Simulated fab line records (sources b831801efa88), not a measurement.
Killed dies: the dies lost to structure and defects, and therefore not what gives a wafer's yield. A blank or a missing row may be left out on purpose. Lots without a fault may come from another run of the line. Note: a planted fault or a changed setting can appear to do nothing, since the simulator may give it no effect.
Problem report in the 8D (eight disciplines) form, filled by code || flow gf180mcu || the parts of the form that need people (team, actions taken, sign-off) are left out

1. THE ISSUE
Wafers without a fault read 93.06 W, standard deviation 0.058; heater_power_total_W at GF_M1_SOFTBAKE_10 reads a mean of 92.31 W on 6 wafers belonging to 2 lots. Relative to the usual mean, that is a shift of -13 standard deviations.
The step: time 60 s.
First seen on wafer L987.2, day 18 12:44, on litho_track-02. The record has a number at this step for 39 wafers belonging to 13 lots. The rule behind "out" and "out of limits": a value lying over 4 standard deviations away from the usual mean. The other wafers with a number count as sound.

2. WHAT IT IS AND WHAT IT IS NOT
{"question": "which readings at this step", "is": "heater_power_total_W", "is not": "exhaust_pa"}
{"question": "which lots", "is": "L987, L989", "is not": "L100, L101, L102, L103, L105, L106, L983, L984, L997, L998, L999"}
{"question": "which wafers of those lots", "is": "all that have a number", "is not": "-"}
{"question": "read on which tools", "is": "litho_track-02", "is not": "litho_track-01, litho_track-04"}
{"question": "when", "is": "from day 18 12:44", "is not": "up to then (6 sound wafers); but 27 sound wafers of L100, L101, L102, L103, L105, L106, L997, L998, L999 came after"}

3. SUSPECTS, AND WHAT RULES EACH OUT
Counting: a tool at a process step up to the reading stays a suspect if it ran every lot that is out and no sound lot after the first of them.
- litho_track-02 at GF_M1_SOFTBAKE_10 (time 60 s): ruled out as a lasting fault. Sound lots L100, L101, L105 ran on it after its first lot that is out, L987 (day 18 12:44).
Left after counting: nothing in the record.

4. THE CAUSE (what the simulator had put in)
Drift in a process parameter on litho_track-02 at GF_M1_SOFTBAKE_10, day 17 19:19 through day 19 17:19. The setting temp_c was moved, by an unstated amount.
Counting ruled it out, wrongly.

5. THE EFFECT CHAIN, in route order
Each row: a reading whose mean over the struck wafers that have a number lies more than 3 standard deviations from the usual. Only readings for which the record gives a usual standard deviation are gone through. hours: the time from each lot's start at the first step in this table that gives one to its start at this step, as a median over the lots. sigmas: the change in usual standard deviations.
{"hours": 0, "step": "GF_M1_SOFTBAKE_10", "reading": "heater_power_total_W", "usual": "93.06 W", "on struck wafers": 92.31, "change": -0.75, "sigmas": -13}
{"hours": 0, "step": "GF_M1_SOFTBAKE_10", "reading": "plate_temp_C", "usual": "129.99 C", "on struck wafers": 129.32, "change": -0.67, "sigmas": -4.8}
Its process steps:
- GF_M1_SOFTBAKE_10: time 60 s.

6. WHAT WOULD HAVE CAUGHT IT SOONER
In this record the first reading out of limits was taken at day 18 12:44, 17 hours after the fault began at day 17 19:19.
